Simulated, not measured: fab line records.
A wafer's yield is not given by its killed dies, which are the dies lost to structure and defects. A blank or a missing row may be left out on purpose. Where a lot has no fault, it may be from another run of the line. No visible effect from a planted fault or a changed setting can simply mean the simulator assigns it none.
A struck lot beside a sound one | flow sky130 | 15 steps out of a route of 708
Sound: wafers L568.1, L568.3, L568.4. The struck wafers were L573.3, L573.5, L573.6. The cause comes at the end.
At each step with rows: each side's tool, then ch and its chambers, then its first start. Under that, the readings that differ: sound wafers | struck wafers | difference of the means | sigmas: that difference in standard deviations of wafers without a fault.
alike: words and numbers the same on both sides, and readings whose means are apart by under 2 such deviations; not compared: readings that were withheld, readings missing a value for some wafer, numbers with overlapping values and no deviation given by the record, and bounds like >300 which may hide the same value.
A row with sigmas, a row that says differs or no value, or rows on one side alone: a step with any of these is where the two part. Numbers that have no deviation but don't overlap get no sigmas and don't part them. A reading that every wafer of one side lacks parts them only if that side has two wafers or more.

first, 5 steps without rows for these wafers: SKY_VT_ADJUST_LVTN_COAT_02 (resist thk 3000 nm); SKY_VT_ADJUST_LVTN_SOFTBAKE_03; SKY_VT_ADJUST_LVTN_EXPOSE_04 (exposes mask NWM COMPLEMENT LESS NATIVE, target cd 840 nm); SKY_VT_ADJUST_LVTN_PEB_05; SKY_VT_ADJUST_LVTN_DEVELOP_06 (develop time 60 s).
SKY_VT_ADJUST_LVTN_OVL_MEAS_07:
  sound on overlay-01, day 7 15:10; struck on overlay-01, day 8 14:02
  reading                 | sound          | struck      | difference | sigmas
  VT_ADJUST_LVTN_OVL (nm) | -1.2 -1.1 -0.7 | 2.2 1.7 3.0 | +3.3       | +2
after that, 1 step had no rows for these wafers: SKY_VT_ADJUST_LVTN_IMPLANT_08.
SKY_VT_ADJUST_LVTN_STRIP_09: strips in O2/N2.
  sound on plasma asher-03 ch 0,1, day 7 15:21; struck on plasma asher-02 ch 0,1, day 8 14:14
  alike: drypump motor current A, n2 flow sccm, oes product au, strip time to endpoint s
  not compared: rf hours counter h
SKY_VT_ADJUST_LVTN_TW_MEAS_10:
  sound on film metro-01, day 7 15:27; struck on film metro-03, day 8 14:19
  alike: VT_ADJUST_LVTN_TW
then, 3 steps without rows for these wafers: SKY_VT_ADJUST_LVTN_DEHYDRATE_11 (time 60 s); SKY_VT_ADJUST_LVTN_HMDS_12 (prime time 60 s); SKY_VT_ADJUST_LVTN_COAT_13 (resist thk 1140 nm).
SKY_VT_ADJUST_LVTN_SOFTBAKE_14: time 60 s.
  sound on litho track-01 ch 0, day 8 00:39; struck on litho track-04 ch 0, day 8 23:49
  reading          | sound             | struck            | difference | sigmas
  run length s (s) | 89.19 89.22 89.18 | 98.60 98.38 98.43 | +9.27      | +55
  alike: chill plate temp C
then, 1 step without rows for these wafers: SKY_VT_ADJUST_LVTN_EXPOSE_15 (exposes mask HVN STD DERIVED, target cd 600 nm).
-- here the record skips 38 days between the struck wafers' starts before and after, leaving off in module VT_ADJUST_LVTN and picking up in module PAD_OPEN (first step shown: number 708 of the route) --
SKY_PAD_OPEN_PROBE_99:
  sound on prober-01, day 46 03:40; struck on prober-02, day 47 10:48
  alike: killed_at_M0_to_M3, killed_at_M4_up, killed at contacts, killed at front end, killed at other, killed dies, killed open, killed short

## WHERE THEY PART
Last at SKY_VT_ADJUST_LVTN_SOFTBAKE_14 as far as this record goes, first at SKY_VT_ADJUST_LVTN_OVL_MEAS_07. Later steps at which nothing parts them and some readings are alike: SKY_PAD_OPEN_PROBE_99.

WHY: what the simulator had put in
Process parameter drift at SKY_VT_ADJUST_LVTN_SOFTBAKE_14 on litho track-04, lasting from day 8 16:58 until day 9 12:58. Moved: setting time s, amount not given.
